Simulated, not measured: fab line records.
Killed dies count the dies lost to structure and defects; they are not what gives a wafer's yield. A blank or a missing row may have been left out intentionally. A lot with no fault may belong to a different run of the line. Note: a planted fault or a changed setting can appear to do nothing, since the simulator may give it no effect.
A lot that was struck, set against a sound lot -- flow sky130 -- 21 steps out of a route of 708
Sound: these wafers, L160.1, L160.2, L160.3. Struck: wafer L169.1 (L169.4, L169.5, from the same lot, were not struck and are left out); the cause is given at the end.
Order at every step that has rows: each side's tool, ch and its chambers, its first start. Under that, the readings that differ: sound wafers -- struck wafers -- difference of the means -- sigmas: that difference in standard deviations of wafers without a fault.
alike: words and numbers the same on both sides, and readings whose means are apart by under 2 such deviations; not compared: readings that were withheld, readings missing a value for some wafer, numbers with overlapping values and no deviation given by the record, and bounds like >300 which may hide the same value.
The two part at a step that has a row with sigmas, a row that says differs or no value, or rows on one side only. When numbers do not overlap yet have no deviation, they are printed without sigmas and do not part them. A reading that every wafer of one side lacks parts them only if that side has two wafers or more.

first, 2 steps without rows for these wafers: SKY_PWDE_PEB_05; SKY_PWDE_DEVELOP_06 (develop time 60 s).
SKY_PWDE_OVL_MEAS_07:
  sound on overlay-02 at day 6 15:28; struck on overlay-02 at day 8 15:58
  alike: PWDE_OVL
then, 1 step without rows for these wafers: SKY_PWDE_IMPLANT_08.
SKY_PWDE_STRIP_09: strips in O2/N2.
  sound on plasmaAsher-03 ch 0,1, day 6 15:38; struck on plasmaAsher-04 ch 1, day 8 16:08
reading,sound,struck,difference,sigmas
stripTimeToEndpointS (s),37.08 37.05 37.04,36.65,-0.41,-3
  alike: drypumpMotorCurrentA, o2FlowSccm, oesProductAu
  not compared: rfHoursCounterH
SKY_PWDE_TW_MEAS_10:
  sound on filmMetro-04 at day 6 15:44; struck on filmMetro-02 at day 8 16:14
  alike: PWDE_TW
then, 6 steps without rows for these wafers: SKY_NWELL_DEHYDRATE_03 (time 60 s); SKY_NWELL_HMDS_04 (prime time 60 s); SKY_NWELL_COAT_05 (resist thk 3000 nm); SKY_NWELL_SOFTBAKE_06; SKY_NWELL_EXPOSE_07 (exposes mask NWM, target cd 840 nm); SKY_NWELL_PEB_08.
SKY_NWELL_DEVELOP_09: develop time 60 s.
  sound on lithoTrack-04 ch 0, day 7 10:00; struck on lithoTrack-03 ch 0, day 9 13:00
SKY_NWELL_OVL_MEAS_10:
  sound on overlay-01 at day 7 10:43; struck on overlay-01 at day 9 13:56
  not compared: NWELL_00_OVL
then, 3 steps without rows for these wafers: SKY_NWELL_IMPLANT_11; SKY_NWELL_IMPLANT_12; SKY_NWELL_IMPLANT_13.
SKY_NWELL_STRIP_14: strips in O2/N2.
  sound on plasmaAsher-02 ch 0,1, day 7 11:13; struck on plasmaAsher-04 ch 0, day 9 14:26
  alike: drypumpMotorCurrentA, o2FlowSccm, oesProductAu, stripTimeToEndpointS
  not compared: rfHoursCounterH
SKY_NWELL_TW_MEAS_15:
  sound on filmMetro-02 at day 7 11:19; struck on filmMetro-02 at day 9 14:32
reading,sound,struck,difference,sigmas
NWELL_TW,1861 1865 1850,122,-1737,-83
then, 1 step without rows for these wafers: SKY_NWELL_DEHYDRATE_16 (time 60 s).
-- the record jumps here: 42 days lie between the struck wafers' starts before and after (it left off in module NWELL and takes up again in module PAD_OPEN, whose first step shown is number 708 of the route) --
SKY_PAD_OPEN_PROBE_99:
  sound on prober-01 at day 49 12:50; struck on prober-01 at day 51 04:29
reading,sound,struck,difference,sigmas
killedAtContacts,20,32,+12,+2
killedAtFrontEnd,12,420,+408,+91
killedDies,69,492,+423,+48
killedOnRim,15,96,+81,+22
  alike: killed_at_M0_to_M3, killed_at_M4_up, killedAtOther, killedOpen, killedShort

WHERE THEY PART
Earliest at SKY_PWDE_STRIP_09; latest, in this record, at SKY_PAD_OPEN_PROBE_99.

WHY: what the simulator had put in
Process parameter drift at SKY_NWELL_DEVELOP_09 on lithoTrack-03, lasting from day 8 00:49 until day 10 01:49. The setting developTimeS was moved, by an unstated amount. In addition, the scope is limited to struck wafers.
